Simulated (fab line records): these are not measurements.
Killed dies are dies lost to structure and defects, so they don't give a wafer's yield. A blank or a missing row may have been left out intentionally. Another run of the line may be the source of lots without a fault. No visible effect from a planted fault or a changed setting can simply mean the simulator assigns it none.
fab line records | flow gf180mcu | part 1 of 2: steps 1 to 23 of 33
record: lots: 5 | wafers: 15 | lastDay: 34
route steps=602 shown M4@472 V4@476 MIM@503
lots untouched by any fault: they come from a run of this same line in which no faults occurred
startH: start of the lot's first displayed wafer, in hours after the record's first day | waitH: time in hours since the lot's previous step | " unchanged from the row above | L1.1+2: one row covering several wafers at once | - no value present, or no start provided | * or withheld: withheld | < > ~ a bound
route shown NAME@n: NAME is a module with steps in the file, n the number in the route of the first one | usual: mean/standard deviation of fault-free wafers | same: alike in all rows | chamber/n: place in a boat | sites: each site's reading | _std_site: how widely they spread, as a standard deviation | _edge_site: the outer-site mean with the inner-site mean subtracted | radiusMm: for every site, how far away it sits from the centre of the wafer | mask NAME#n: copy n | behind: the most recent tool/chamber to have shaped the wafer | hold: cause of the lot's hold/its duration in hours/its outcome | device: names the non-switching transistor (n, p or np) | end of line: the same wafers' tests at the end of the route | a step without rows: its recipe alone | killed: not the wafer's yield, but the dies lost to structure and defects at the first sort | map: a wafer's dies, x killed, . not, _ none there
set.NAME: the run value of the setting; set.NAME@STEP: its run value at that earlier step | model.NAME: the simulator's own value behind a step, which no gauge read
a table for each step, a row for each wafer; lots at some steps of the route
services: the hour from which a tool's chamber was out of use, counted from the record's first day as startH (under 0 if before that day), plus the number of hours and why
== steps ==
step: GF_M4_METAL_ETCH_16
recipe: chemistry: Cl2/BCl3 | maskMaterial: KrF | targetDepthNm: 750.8 | stopOn: SiO2 | pressureMtorr: 8 | icpW: 800 | biasW: 140 | Cl2_flow_sccm: 80 | bcl3FlowSccm: 40 | timeS: 125.1
usual: drypumpMotorCurrentA: 5.7/0.56 | heBacksideLeakSccm: 3.28/0.22 | oesProductAu: 0.987/0.0076 | throttleValvePct: 28.232/0.011
lot.wafer | tool        | chamber | startH | waitH | drypumpMotorCurrentA | heBacksideLeakSccm | oesProductAu | rfHoursCounterH | throttleValvePct
L078.2    | rieMetal-04 | 1       | 566.66 | 0.0   | 5.2                  | 3.06               | 0.964        | 3               | 28.239
L078.4    | "           | 0       | "      | "     | 6.5                  | 3.28               | 0.993        | -               | 28.240
L078.6    | "           | 1       | "      | "     | 5.2                  | 3.13               | 0.969        | -               | 28.246
L084.2    | rieMetal-01 | 0       | 624.31 | 0.0   | 6.3                  | 3.37               | 0.986        | 12              | 28.231
L084.5    | "           | 0       | "      | "     | 6.3                  | 3.42               | 0.989        | -               | 28.244
L084.6    | "           | 1       | "      | "     | 5.8                  | 3.27               | 0.992        | -               | 28.243
L086.1    | rieMetal-01 | 1       | 641.05 | 0.0   | 5.8                  | 3.21               | 0.982        | 12              | 28.235
L086.2    | "           | 0       | "      | "     | 6.3                  | 3.29               | 0.980        | 12              | 28.226
L086.3    | "           | 1       | "      | "     | 5.8                  | 3.32               | 0.991        | -               | 28.243
L089.2    | rieMetal-01 | 0       | 663.05 | 0.0   | 6.3                  | 3.46               | 0.983        | 13              | 28.247
L089.3    | "           | 1       | "      | "     | 5.8                  | 3.35               | 0.983        | -               | 28.226
L089.6    | "           | 1       | "      | "     | 5.8                  | 3.44               | 0.984        | -               | 28.242
L097.4    | rieMetal-04 | 1       | 711.65 | 0.1   | 5.2                  | 3.14               | 0.988        | -               | 28.243
L097.5    | "           | 1       | "      | "     | 5.2                  | 3.38               | 0.979        | -               | 28.239
L097.6    | "           | 0       | "      | "     | 6.4                  | 3.10               | 0.988        | -               | 28.241
step: GF_M4_STRIP_17
recipe: chemistry: O2/N2 | powerW: 1400 | pressureMtorr: 1500 | platenTempC: 250 | o2FlowSccm: 3000 | n2FlowSccm: 300 | overashFraction: 0.5
usual: drypumpMotorCurrentA: 5.78/0.25 | heaterPowerW: 347/31 | oesProductAu: 0.538/0.0058 | stripTimeToEndpointS: 7.39/0.063
lot.wafer | tool           | chamber | startH | waitH | drypumpMotorCurrentA | heaterPowerW | oesProductAu | rfHoursCounterH | stripTimeToEndpointS
L078.2    | plasmaAsher-01 | 1       | 566.79 | 0.1   | 5.65                 | 310          | 0.540        | 48              | 7.51
L078.4    | "              | 1       | "      | "     | 5.65                 | 313          | 0.534        | -               | 7.41
L078.6    | "              | 0       | "      | "     | 5.59                 | 299          | 0.546        | -               | 7.49
L084.2    | plasmaAsher-01 | 0       | 624.44 | 0.1   | 5.58                 | 293          | 0.544        | 54              | 7.38
L084.5    | "              | 0       | "      | "     | 5.55                 | 296          | 0.538        | -               | 7.36
L084.6    | "              | 1       | "      | "     | 5.66                 | 312          | 0.543        | -               | 7.41
L086.1    | plasmaAsher-02 | 1       | 641.18 | 0.1   | 5.64                 | 378          | 0.537        | 92              | 7.40
L086.2    | "              | 0       | "      | "     | 6.35                 | 355          | 0.538        | 92              | 7.41
L086.3    | "              | 1       | "      | "     | 5.65                 | 379          | 0.536        | -               | 7.41
L089.2    | plasmaAsher-02 | 1       | 663.18 | 0.1   | 5.63                 | 373          | 0.541        | 94              | 7.42
L089.3    | "              | 1       | "      | "     | 5.64                 | 383          | 0.543        | -               | 7.42
L089.6    | "              | 1       | "      | "     | 5.64                 | 371          | 0.542        | -               | 7.44
L097.4    | plasmaAsher-02 | 1       | 711.76 | 0.1   | 5.64                 | 376          | 0.549        | -               | 7.49
L097.5    | "              | 0       | "      | "     | 6.34                 | 368          | 0.539        | -               | 7.46
L097.6    | "              | 1       | "      | "     | 5.64                 | 373          | 0.535        | -               | 7.42
step: GF_M4_STRIP_18
recipe: chemistry: postEtchResidueRemover | timeS: 1200 | tempC: 72.5
lot.wafer  | tool        | chamber | startH | waitH
L078.2+4+6 | wetBench-02 | 1       | 566.89 | 0.1
L084.2+5+6 | wetBench-01 | 2       | 624.57 | 0.1
L086.1+2+3 | wetBench-02 | 1       | 641.28 | 0.1
L089.2+3+6 | wetBench-01 | 0       | 663.28 | 0.1
L097.4+5+6 | wetBench-03 | 0       | 711.83 | 0.0
step: GF_M4_CLEAN_19
recipe: chemistry: DIW | dry: n2Spin
lot.wafer  | tool        | chamber | startH | waitH
L078.2+4+6 | wetBench-01 | 3       | 567.23 | 0.0
L084.2+5+6 | wetBench-01 | 2       | 624.91 | 0.0
L086.1+2+3 | wetBench-01 | 0       | 641.62 | 0.0
L089.2+3+6 | wetBench-02 | 1       | 663.62 | 0.0
L097.4+5+6 | wetBench-02 | 1       | 712.51 | 0.0
step: GF_V4_CVD_00
recipe: material: SiO2 | targetThkNm: 600 | sigmaOpenFrac: 0.3 | tempC: 400 | timeS: 100 | sih4FlowSccm: 60 | pressureMtorr: 6
lot.wafer  | tool      | chamber | startH | waitH
L078.2+4+6 | hdpcvd-01 | 0,0,1   | 567.32 | 0.0
L084.2+5+6 | hdpcvd-01 | 1,2,1   | 625.00 | 0.0
L086.1+2+3 | hdpcvd-02 | 0,1,2   | 641.72 | 0.0
L089.2+3+6 | hdpcvd-01 | 1,2,2   | 663.72 | 0.0
L097.4+5+6 | hdpcvd-02 | 1,2,0   | 712.64 | 0.0
step: GF_V4_THK_MEAS_01
recipe: reads: SiO2_of_V4_CVD_00
usual: V4_CVD_00_THK: 601/5.9
lot.wafer | tool         | chamber | startH | waitH | V4_CVD_00_THK[nm]
L078.2    | filmMetro-03 | -       | 567.40 | 0.0   | 600
L078.4    | "            | -       | "      | "     | 600
L078.6    | "            | -       | "      | "     | 592
L084.2    | filmMetro-03 | -       | 625.08 | 0.0   | 617
L084.5    | "            | -       | "      | "     | 609
L084.6    | "            | -       | "      | "     | 614
L086.1    | filmMetro-03 | -       | 641.79 | 0.0   | 598
L086.2    | "            | -       | "      | "     | 602
L086.3    | "            | -       | "      | "     | 603
L089.2    | filmMetro-04 | -       | 663.80 | 0.0   | 606
L089.3    | "            | -       | "      | "     | 597
L089.6    | "            | -       | "      | "     | 607
L097.4    | filmMetro-03 | -       | 712.71 | 0.0   | 595
L097.5    | "            | -       | "      | "     | 596
L097.6    | "            | -       | "      | "     | 594
step: GF_V4_CVD_02
recipe: material: SiO2 | targetThkNm: 850 | precursor: TEOS | tempC: 400 | timeS: 94.851 | rfW: 600
usual: heaterPowerW: 646/120
lot.wafer | tool     | chamber | startH | waitH | heaterPowerW
L078.2    | pecvd-04 | 2       | 567.45 | 0.0   | 834
L078.4    | "        | 0       | "      | "     | 616
L078.6    | "        | 1       | "      | "     | 594
L084.2    | pecvd-02 | 1       | 625.13 | 0.0   | 593
L084.5    | "        | 1       | "      | "     | 664
L084.6    | "        | 0       | "      | "     | 537
L086.1    | pecvd-04 | 2       | 641.85 | 0.1   | 884
L086.2    | "        | 1       | "      | "     | 653
L086.3    | "        | 0       | "      | "     | 581
L089.2    | pecvd-04 | 0       | 663.85 | 0.0   | 623
L089.3    | "        | 1       | "      | "     | 570
L089.6    | "        | 0       | "      | "     | 504
L097.4    | pecvd-04 | 0       | 712.77 | 0.1   | 633
L097.5    | "        | 2       | "      | "     | 904
L097.6    | "        | 1       | "      | "     | 675
step: GF_V4_THK_MEAS_03
recipe: reads: SiO2_of_V4_CVD_02
usual: V4_CVD_02_THK: 852/11
lot.wafer | tool         | chamber | startH | waitH | V4_CVD_02_THK[nm]
L078.2    | filmMetro-04 | -       | 567.53 | 0.0   | 843
L078.4    | "            | -       | "      | "     | 841
L078.6    | "            | -       | "      | "     | 856
L084.2    | filmMetro-03 | -       | 625.21 | 0.0   | 835
L084.5    | "            | -       | "      | "     | 852
L084.6    | "            | -       | "      | "     | 849
L086.1    | filmMetro-02 | -       | 641.92 | 0.0   | 847
L086.2    | "            | -       | "      | "     | 842
L086.3    | "            | -       | "      | "     | 836
L089.2    | filmMetro-04 | -       | 663.93 | 0.0   | 839
L089.3    | "            | -       | "      | "     | 837
L089.6    | "            | -       | "      | "     | 846
L097.4    | filmMetro-03 | -       | 712.84 | 0.0   | 856
L097.5    | "            | -       | "      | "     | 876
L097.6    | "            | -       | "      | "     | 861
step: GF_V4_CMP_04
recipe: material: SiO2 | downForcePsi: 4 | platenRpm: 60 | padVelocityMS: 0.94248
usual: motorCurrentA: 12.8/1.9 | timeToEndpointS: 81/5.9
lot.wafer | tool   | chamber | startH | waitH | motorCurrentA | timeToEndpointS
L078.2    | cmp-01 | 3       | 567.58 | 0.0   | 13.6          | 81
L078.4    | "      | 2       | "      | "     | 14.9          | 73
L078.6    | "      | 3       | "      | "     | 12.3          | 88
L084.2    | cmp-02 | 1       | 625.60 | 0.4   | 12.3          | 72
L084.5    | "      | 3       | "      | "     | 11.6          | 77
L084.6    | "      | 0       | "      | "     | 10.2          | 81
L086.2    | cmp-01 | 2       | 641.98 | 0.0   | 15.2          | 74
L086.1    | "      | 3       | "      | "     | 13.4          | 87
L086.3    | "      | 0       | "      | "     | 16.4          | 71
L089.3    | cmp-01 | 0       | 664.03 | 0.1   | 16.2          | 70
L089.2    | "      | 2       | "      | "     | 14.9          | 72
L089.6    | "      | 3       | "      | "     | 13.3          | 86
L097.4    | cmp-02 | 2       | 713.02 | 0.2   | 11.0          | 81
L097.5    | "      | 3       | "      | "     | 11.5          | 85
L097.6    | "      | 0       | "      | "     | 10.8          | 84
step: GF_V4_BOW_MEAS_05
recipe: mode: bow
usual: V4_BOW: 136/7.1
lot.wafer | tool         | chamber | startH | waitH | V4_BOW[um]
L078.2    | filmMetro-02 | -       | 567.90 | 0.3   | 138
L078.4    | "            | -       | "      | "     | 133
L078.6    | "            | -       | "      | "     | 147
L084.2    | filmMetro-03 | -       | 625.82 | 0.2   | 139
L084.5    | "            | -       | "      | "     | 140
L084.6    | "            | -       | "      | "     | 138
L086.1    | filmMetro-04 | -       | 642.28 | 0.2   | 130
L086.2    | "            | -       | "      | "     | 139
L086.3    | "            | -       | "      | "     | 135
L089.2    | filmMetro-02 | -       | 664.30 | 0.1   | 131
L089.3    | "            | -       | "      | "     | 119
L089.6    | "            | -       | "      | "     | 121
L097.4    | filmMetro-04 | -       | 713.23 | 0.2   | 142
L097.5    | "            | -       | "      | "     | 134
L097.6    | "            | -       | "      | "     | 134
step: GF_V4_DEHYDRATE_06
recipe: tempC: 200 | timeS: 60
usual: chillPlateTempC: 23.01/0.099 | exhaustPa: 45.0/0.96 | resistLineTempC: 23.00/0.1
lot.wafer | tool          | chamber | startH | waitH | chillPlateTempC | exhaustPa | resistLineTempC
L078.2    | lithoTrack-04 | 0       | 578.04 | 10.1  | 23.11           | 44.1      | 22.99
L078.4    | "             | 0       | "      | "     | 23.06           | 43.9      | 22.96
L078.6    | "             | 0       | "      | "     | 22.96           | 44.9      | 22.97
L084.2    | lithoTrack-03 | 0       | 635.02 | 9.2   | 22.98           | 44.4      | 22.94
L084.5    | "             | 0       | "      | "     | 23.08           | 44.1      | 22.94
L084.6    | "             | 0       | "      | "     | 23.17           | 43.5      | 23.10
L086.1    | lithoTrack-04 | 0       | 651.72 | 9.4   | 23.19           | 46.4      | 23.03
L086.2    | "             | 0       | "      | "     | 23.08           | 45.4      | 23.09
L086.3    | "             | 0       | "      | "     | 22.93           | 44.1      | 23.17
L089.2    | lithoTrack-03 | 0       | 673.42 | 9.1   | 22.99           | 45.2      | 22.93
L089.3    | "             | 0       | "      | "     | 22.85           | 44.9      | 23.05
L089.6    | "             | 0       | "      | "     | 22.88           | 44.8      | 22.90
L097.4    | lithoTrack-04 | 0       | 720.89 | 7.6   | 23.01           | 43.1      | 23.05
L097.5    | "             | 0       | "      | "     | 23.07           | 43.4      | 23.13
L097.6    | "             | 0       | "      | "     | 23.09           | 43.4      | 23.16
step: GF_V4_HMDS_07
recipe: primeTimeS: 60 | primeTempC: 120
usual: chillPlateTempC: 23.00/0.11 | exhaustPa: 44.9/0.93 | resistLineTempC: 23.01/0.1
same: primeTimeS: 60
lot.wafer | tool          | chamber | startH | waitH | chillPlateTempC | exhaustPa | resistLineTempC
L078.2    | lithoTrack-04 | 0       | 578.19 | 0.1   | 22.99           | 44.3      | 22.91
L078.4    | "             | 0       | "      | "     | 22.95           | 44.1      | 22.90
L078.6    | "             | 0       | "      | "     | 22.88           | 44.5      | 22.96
L084.2    | lithoTrack-03 | 0       | 635.17 | 0.1   | 23.02           | 44.2      | 23.10
L084.5    | "             | 0       | "      | "     | 23.10           | 44.8      | 22.93
L084.6    | "             | 0       | "      | "     | 22.91           | 46.3      | 22.95
L086.1    | lithoTrack-04 | 0       | 651.87 | 0.1   | 23.07           | 44.0      | 22.93
L086.2    | "             | 0       | "      | "     | 23.05           | 43.5      | 22.88
L086.3    | "             | 0       | "      | "     | 23.03           | 44.8      | 22.75
L089.2    | lithoTrack-03 | 0       | 673.57 | 0.1   | 23.01           | 46.5      | 23.05
L089.3    | "             | 0       | "      | "     | 23.01           | 45.8      | 23.09
L089.6    | "             | 0       | "      | "     | 23.05           | 46.4      | 22.99
L097.4    | lithoTrack-04 | 0       | 721.04 | 0.1   | 23.16           | 44.4      | 22.91
L097.5    | "             | 0       | "      | "     | 23.02           | 44.7      | 23.07
L097.6    | "             | 0       | "      | "     | 23.13           | 44.1      | 23.05
step: GF_V4_COAT_08
recipe: resist: BARC | tempC: withheld | timeS: withheld | spinRpm: withheld | resistThkNm: withheld
usual: chillPlateTempC: * | exhaustPa: 45.1/0.96 | resistLineTempC: *
lot.wafer | tool          | chamber | startH | waitH | chillPlateTempC | exhaustPa | resistLineTempC
L078.2    | lithoTrack-04 | 0       | 578.34 | 0.1   | *               | 45.5      | *
L078.4    | "             | 0       | "      | "     | *               | 45.5      | *
L078.6    | "             | 0       | "      | "     | *               | 43.9      | *
L084.2    | lithoTrack-03 | 0       | 635.32 | 0.1   | *               | 44.9      | *
L084.5    | "             | 0       | "      | "     | *               | 45.2      | *
L084.6    | "             | 0       | "      | "     | *               | 45.2      | *
L086.1    | lithoTrack-04 | 0       | 652.02 | 0.1   | *               | 45.1      | *
L086.2    | "             | 0       | "      | "     | *               | 45.8      | *
L086.3    | "             | 0       | "      | "     | *               | 45.8      | *
L089.2    | lithoTrack-03 | 0       | 673.72 | 0.1   | *               | 45.0      | *
L089.3    | "             | 0       | "      | "     | *               | 45.4      | *
L089.6    | "             | 0       | "      | "     | *               | 45.8      | *
L097.4    | lithoTrack-04 | 0       | 721.19 | 0.1   | *               | 46.0      | *
L097.5    | "             | 0       | "      | "     | *               | 45.7      | *
L097.6    | "             | 0       | "      | "     | *               | 44.6      | *
step: GF_V4_COAT_09
recipe: resist: KrF | spinRpm: withheld | resistThkNm: 1000
usual: chillPlateTempC: 23.02/0.098 | exhaustPa: 44.7/0.94 | resistLineTempC: 23.00/0.098
lot.wafer | tool          | chamber | startH | waitH | chillPlateTempC | exhaustPa | resistLineTempC
L078.2    | lithoTrack-04 | 0       | -      | -     | 22.96           | 45.1      | 23.09
L078.4    | "             | 0       | "      | "     | 22.96           | 45.8      | 22.95
L078.6    | "             | 0       | "      | "     | 23.18           | 45.6      | 23.00
L084.2    | lithoTrack-03 | 0       | -      | -     | 23.06           | 42.9      | 22.91
L084.5    | "             | 0       | "      | "     | 22.97           | 42.7      | 22.93
L084.6    | "             | 0       | "      | "     | 22.99           | 43.1      | 22.81
L086.1    | lithoTrack-04 | 0       | -      | -     | 23.00           | 46.9      | 23.13
L086.2    | "             | 0       | "      | "     | 22.90           | 46.6      | 23.01
L086.3    | "             | 0       | "      | "     | 23.08           | 46.8      | 23.07
L089.2    | lithoTrack-03 | 0       | -      | -     | 23.19           | 42.8      | 22.80
L089.3    | "             | 0       | "      | "     | 23.10           | 44.4      | 22.83
L089.6    | "             | 0       | "      | "     | 23.20           | 43.3      | 22.92
L097.4    | lithoTrack-04 | 0       | -      | -     | 22.97           | 45.2      | 23.13
L097.5    | "             | 0       | "      | "     | 22.80           | 45.3      | 23.08
L097.6    | "             | 0       | "      | "     | 22.99           | 44.0      | 23.09
step: GF_V4_SOFTBAKE_10
recipe: tempC: 130 | timeS: 60 | resist: KrF
usual: chillPlateTempC: 23.01/0.099 | exhaustPa: 45.0/0.91 | resistLineTempC: 23.00/0.096
lot.wafer | tool          | chamber | startH | waitH | chillPlateTempC | exhaustPa | resistLineTempC
L078.2    | lithoTrack-04 | 0       | -      | -     | 23.09           | 46.4      | 22.92
L078.4    | "             | 0       | "      | "     | 22.98           | 45.4      | 22.90
L078.6    | "             | 0       | "      | "     | 22.92           | 45.5      | 22.99
L084.2    | lithoTrack-03 | 0       | -      | -     | 23.09           | 45.5      | 23.14
L084.5    | "             | 0       | "      | "     | 23.19           | 44.4      | 23.09
L084.6    | "             | 0       | "      | "     | 22.90           | 46.5      | 23.14
L086.1    | lithoTrack-04 | 0       | -      | -     | 23.06           | 44.1      | 23.04
L086.2    | "             | 0       | "      | "     | 22.95           | 44.2      | 22.91
L086.3    | "             | 0       | "      | "     | 22.96           | 44.5      | 23.05
L089.2    | lithoTrack-03 | 0       | -      | -     | 22.93           | 45.3      | 23.07
L089.3    | "             | 0       | "      | "     | 23.00           | 44.6      | 23.06
L089.6    | "             | 0       | "      | "     | 22.97           | 46.4      | 23.04
L097.4    | lithoTrack-04 | 0       | -      | -     | 23.05           | 45.2      | 22.99
L097.5    | "             | 0       | "      | "     | 23.18           | 45.6      | 22.93
L097.6    | "             | 0       | "      | "     | 23.02           | 45.5      | 22.97
step: GF_V4_EXPOSE_11
recipe: maskId: Via4 | targetCdNm: 260 | na: 0.68 | sourceShape: conventional | sigmaOuter: 0.6 | doseMj: 38
lot.wafer  | tool          | chamber | startH | waitH | mask
L078.2+4+6 | krfScanner-01 | 0       | -      | -     | Via4#0
L084.2+5+6 | krfScanner-02 | 0       | -      | -     | Via4#0
L086.1+2+3 | krfScanner-01 | 0       | -      | -     | Via4#0
L089.2+3+6 | krfScanner-02 | 0       | -      | -     | Via4#0
L097.4+5+6 | krfScanner-01 | 0       | -      | -     | Via4#0
step: GF_V4_PEB_12
recipe: pebTempC: 135 | pebTimeS: 90 | resist: KrF
usual: chillPlateTempC: 22.97/0.11 | exhaustPa: 45.1/0.93 | resistLineTempC: 22.99/0.1
lot.wafer | tool          | chamber | startH | waitH | chillPlateTempC | exhaustPa | resistLineTempC
L078.2    | lithoTrack-01 | 0       | -      | -     | 22.97           | 44.3      | 23.12
L078.4    | "             | 0       | "      | "     | 23.07           | 46.0      | 22.90
L078.6    | "             | 0       | "      | "     | 23.00           | 44.1      | 23.06
L084.2    | lithoTrack-03 | 0       | -      | -     | 23.06           | 45.7      | 22.74
L084.5    | "             | 0       | "      | "     | 23.04           | 44.6      | 22.99
L084.6    | "             | 0       | "      | "     | 23.02           | 46.3      | 23.04
L086.1    | lithoTrack-03 | 0       | -      | -     | 22.93           | 44.2      | 22.88
L086.2    | "             | 0       | "      | "     | 23.16           | 44.8      | 22.87
L086.3    | "             | 0       | "      | "     | 22.82           | 44.8      | 22.85
L089.2    | lithoTrack-01 | 0       | -      | -     | 22.92           | 44.4      | 23.00
L089.3    | "             | 0       | "      | "     | 22.95           | 45.9      | 22.99
L089.6    | "             | 0       | "      | "     | 22.97           | 45.5      | 22.86
L097.4    | lithoTrack-04 | 0       | -      | -     | 23.02           | 46.6      | 22.91
L097.5    | "             | 0       | "      | "     | 23.02           | 47.3      | 23.01
L097.6    | "             | 0       | "      | "     | 23.08           | 46.1      | 22.98
step: GF_V4_DEVELOP_13
recipe: developTimeS: 60 | resist: KrF | devTempC: 21
usual: chillPlateTempC: 22.99/0.11 | exhaustPa: 44.9/1 | resistLineTempC: 23.00/0.096
lot.wafer | tool          | chamber | startH | waitH | chillPlateTempC | exhaustPa | resistLineTempC
L078.2    | lithoTrack-01 | 0       | 588.76 | 0.2   | 23.05           | 44.4      | 22.97
L078.4    | "             | 0       | "      | "     | 22.92           | 45.0      | 22.95
L078.6    | "             | 0       | "      | "     | 22.96           | 44.1      | 22.93
L084.2    | lithoTrack-03 | 0       | 646.17 | 0.2   | 23.08           | 45.3      | 22.96
L084.5    | "             | 0       | "      | "     | 23.13           | 45.8      | 22.94
L084.6    | "             | 0       | "      | "     | 23.05           | 45.3      | 23.08
L086.1    | lithoTrack-03 | 0       | 661.35 | 0.2   | 23.11           | 46.3      | 22.87
L086.2    | "             | 0       | "      | "     | 23.03           | 45.0      | 22.88
L086.3    | "             | 0       | "      | "     | 22.90           | 45.7      | 22.99
L089.2    | lithoTrack-01 | 0       | 682.91 | 0.2   | 23.04           | 44.5      | 22.93
L089.3    | "             | 0       | "      | "     | 22.97           | 44.6      | 23.01
L089.6    | "             | 0       | "      | "     | 23.19           | 44.6      | 22.97
L097.4    | lithoTrack-04 | 0       | 730.69 | 0.1   | 23.06           | 43.6      | 23.13
L097.5    | "             | 0       | "      | "     | 23.14           | 43.9      | 23.13
L097.6    | "             | 0       | "      | "     | 23.06           | 43.0      | 23.13
step: GF_V4_CD_MEAS_14
recipe: targetCdNm: 260
usual: cdNm: 260.2/1.2
lot.wafer | tool     | chamber | startH | waitH | cdNm
L078.2    | cdSem-01 | -       | 588.91 | 0.1   | 260.8
L078.4    | "        | -       | "      | "     | 258.9
L078.6    | "        | -       | "      | "     | 259.3
L084.2    | cdSem-01 | -       | 646.32 | 0.1   | 261.2
L084.5    | "        | -       | "      | "     | 259.8
L084.6    | "        | -       | "      | "     | 260.0
L086.1    | cdSem-01 | -       | 661.50 | 0.1   | 262.7
L086.2    | "        | -       | "      | "     | 263.1
L086.3    | "        | -       | "      | "     | 262.7
L089.2    | cdSem-01 | -       | 683.06 | 0.1   | 262.3
L089.3    | "        | -       | "      | "     | 262.1
L089.6    | "        | -       | "      | "     | 262.3
L097.4    | cdSem-02 | -       | 730.83 | 0.1   | 260.6
L097.5    | "        | -       | "      | "     | 259.1
L097.6    | "        | -       | "      | "     | 259.7
step: GF_V4_OVL_MEAS_15
usual: V4_OVL: 2/5.6
lot.wafer | tool       | chamber | startH | waitH | V4_OVL[nm]
L078.2    | overlay-01 | -       | 589.01 | 0.1   | 6
L078.4    | "          | -       | "      | "     | 1
L078.6    | "          | -       | "      | "     | 5
L084.2    | overlay-01 | -       | 646.43 | 0.1   | 8
L084.5    | "          | -       | "      | "     | -4
L084.6    | "          | -       | "      | "     | 6
L086.1    | overlay-02 | -       | 661.62 | 0.1   | -1
L086.2    | "          | -       | "      | "     | -7
L086.3    | "          | -       | "      | "     | 0
L089.2    | overlay-02 | -       | 683.16 | 0.1   | 4
L089.3    | "          | -       | "      | "     | 8
L089.6    | "          | -       | "      | "     | 3
L097.4    | overlay-01 | -       | 730.90 | 0.1   | 8
L097.5    | "          | -       | "      | "     | 4
L097.6    | "          | -       | "      | "     | 2
step: GF_V4_ETCH_16
recipe: chemistry: N2/H2 | targetDepthA: withheld | overetchA: withheld | timeS: withheld | target: BARC | ionEnergyEv: 200 | sourceW: 500 | biasW: 100 | pressureMtorr: 30 | n2FlowSccm: 100 | h2FlowSccm: 200
usual: drypumpMotorCurrentA: 5.7/0.6 | oesProductAu: 0.855/0.0046 | throttleValvePct: 13.225/0.0088
lot.wafer | tool       | chamber | startH | waitH | drypumpMotorCurrentA | oesProductAu | throttleValvePct
L078.2    | rieDiel-01 | 2       | 589.04 | 0.0   | 6.5                  | 0.859        | 13.224
L078.4    | "          | 0       | "      | "     | 6.7                  | 0.860        | 13.211
L078.6    | "          | 1       | "      | "     | 4.9                  | 0.850        | 13.230
L084.2    | rieDiel-04 | 0       | 646.46 | 0.0   | 6.0                  | 0.865        | 13.223
L084.5    | "          | 1       | "      | "     | 5.8                  | 0.856        | 13.231
L084.6    | "          | 2       | "      | "     | 5.8                  | 0.851        | 13.226
L086.1    | rieDiel-04 | 0       | 661.66 | 0.0   | 6.0                  | 0.856        | 13.221
L086.2    | "          | 1       | "      | "     | 5.8                  | 0.850        | 13.229
L086.3    | "          | 2       | "      | "     | 5.8                  | 0.857        | 13.230
L089.2    | rieDiel-01 | 0       | 683.19 | 0.0   | 6.7                  | 0.850        | 13.220
L089.3    | "          | 1       | "      | "     | 4.9                  | 0.855        | 13.237
L089.6    | "          | 1       | "      | "     | 4.9                  | 0.852        | 13.222
L097.4    | rieDiel-01 | 1       | 730.92 | 0.0   | 4.9                  | 0.858        | 13.215
L097.5    | "          | 3       | "      | "     | 5.6                  | 0.854        | 13.228
L097.6    | "          | 2       | "      | "     | 6.6                  | 0.847        | 13.237
step: GF_V4_ETCH_17
recipe: chemistry: C4F8/O2/Ar | maskMaterial: KrF | target: SiO2 | stopOn: TiN | sourceW: 1500 | biasW: 1200 | pressureMtorr: 40 | c4f8FlowSccm: withheld | O2_flow_sccm: 6 | Ar_flow_sccm: 300 | timeS: withheld | targetDepthA: 6300
usual: oesProductAu: 0.856/0.0048
lot.wafer | tool       | chamber | startH | waitH | oesProductAu
L078.2    | rieDiel-01 | 2       | -      | -     | 0.854
L078.4    | "          | 0       | "      | "     | 0.850
L078.6    | "          | 1       | "      | "     | 0.853
L084.2    | rieDiel-04 | 0       | -      | -     | 0.850
L084.5    | "          | 1       | "      | "     | 0.854
L084.6    | "          | 2       | "      | "     | 0.861
L086.1    | rieDiel-04 | 0       | -      | -     | 0.847
L086.2    | "          | 1       | "      | "     | 0.852
L086.3    | "          | 2       | "      | "     | 0.855
L089.2    | rieDiel-01 | 0       | -      | -     | 0.852
L089.3    | "          | 1       | "      | "     | 0.861
L089.6    | "          | 1       | "      | "     | 0.856
L097.4    | rieDiel-01 | 1       | -      | -     | 0.855
L097.5    | "          | 3       | "      | "     | 0.856
L097.6    | "          | 2       | "      | "     | 0.858
step: GF_V4_STRIP_18
recipe: chemistry: O2/N2 | powerW: 1400 | pressureMtorr: 1500 | platenTempC: 250 | o2FlowSccm: 3000 | n2FlowSccm: 300 | overashFraction: 0.5
usual: drypumpMotorCurrentA: 5.7/0.55 | heaterPowerW: 311/36 | oesProductAu: 0.592/0.005
lot.wafer | tool           | chamber | startH | waitH | drypumpMotorCurrentA | heaterPowerW | oesProductAu | rfHoursCounterH
L078.2    | plasmaAsher-04 | 1       | 589.17 | -     | 6.4                  | 321          | 0.591        | 15
L078.4    | "              | 1       | "      | "     | 6.4                  | 318          | 0.600        | -
L078.6    | "              | 1       | "      | "     | 6.3                  | 318          | 0.599        | -
L084.2    | plasmaAsher-04 | 1       | 646.58 | -     | 6.3                  | 322          | 0.590        | 21
L084.5    | "              | 1       | "      | "     | 6.3                  | 322          | 0.591        | -
L084.6    | "              | 0       | "      | "     | 4.9                  | 267          | 0.582        | -
L086.1    | plasmaAsher-01 | 0       | 661.78 | -     | 5.5                  | 298          | 0.586        | 58
L086.2    | "              | 1       | "      | "     | 5.7                  | 303          | 0.588        | 58
L086.3    | "              | 1       | "      | "     | 5.7                  | 305          | 0.588        | -
L089.2    | plasmaAsher-02 | 1       | 683.32 | -     | 5.7                  | 363          | 0.583        | 96
L089.3    | "              | 1       | "      | "     | 5.6                  | 377          | 0.593        | -
L089.6    | "              | 0       | "      | "     | 6.3                  | 372          | 0.596        | -
L097.4    | plasmaAsher-04 | 1       | 731.08 | -     | 6.4                  | 314          | 0.602        | -
L097.5    | "              | 1       | "      | "     | 6.4                  | 317          | 0.589        | -
L097.6    | "              | 0       | "      | "     | 4.9                  | 271          | 0.603        | -
